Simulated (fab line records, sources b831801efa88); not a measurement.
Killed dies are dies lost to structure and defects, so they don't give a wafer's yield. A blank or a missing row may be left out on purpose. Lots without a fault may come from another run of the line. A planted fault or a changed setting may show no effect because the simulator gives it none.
Which tool did it? | flow gf180mcu | 12 lots, 36 wafers sampled, at 1 step of a route of 602

WHAT THE GAUGES READ, wafer by wafer
GF_PSD_OVL_MEAS_08.
lot  | measured     | on         | PSD_OVL (nm)
L075 | day 15 01:19 | overlay-01 | 0.5 2.2 -0.2
L077 | day 15 09:46 | overlay-01 | 1.5 2.3 0.1
L079 | day 16 01:31 | overlay-02 | 1.6 0.3 -0.5
L081 | day 17 03:51 | overlay-02 | 0.2 -0.2 -1.7
L083 | day 17 14:11 | overlay-02 | -0.2 0.4 -0.7
L085 | day 18 04:45 | overlay-01 | 2.6 1.2 1.1
L087 | day 18 19:02 | overlay-01 | 1.1 1.2 1.3
L089 | day 19 11:22 | overlay-01 | 0.6 2.0 0.5
L091 | day 20 07:58 | overlay-01 | -0.8 -1.8 -0.9
L093 | day 20 22:09 | overlay-01 | 0.0 -1.2 -1.0
L095 | day 21 14:35 | overlay-01 | 0.5 2.6 0.9
L097 | day 22 01:22 | overlay-01 | 0.6 -0.2 0.8

WHICH TOOL RAN EACH LOT (tool, then ch and the chambers of the sampled wafers, then the start)
The record holds no process step before these readings.

THE ANSWER, worked out from the rows above alone
Rule: what is usual is taken from the lots themselves. Put in order of their means at a reading, lots are off if they are a third of the lots or fewer, leave a main group of 4 or more, and stand apart from it by a gap of 3 or more times the standard deviation of the main group's means; of several such gaps the widest counts. A main group whose means are all the same, to the digits that the tables above print for the reading, isn't used. A lot without any number at a reading at which 4 lots or more have one is off too. The other lots that the step has rows for count as sound.
No lot is off at any reading shown: from this, nothing can be told.

WHAT THE SIMULATOR HAD PUT IN
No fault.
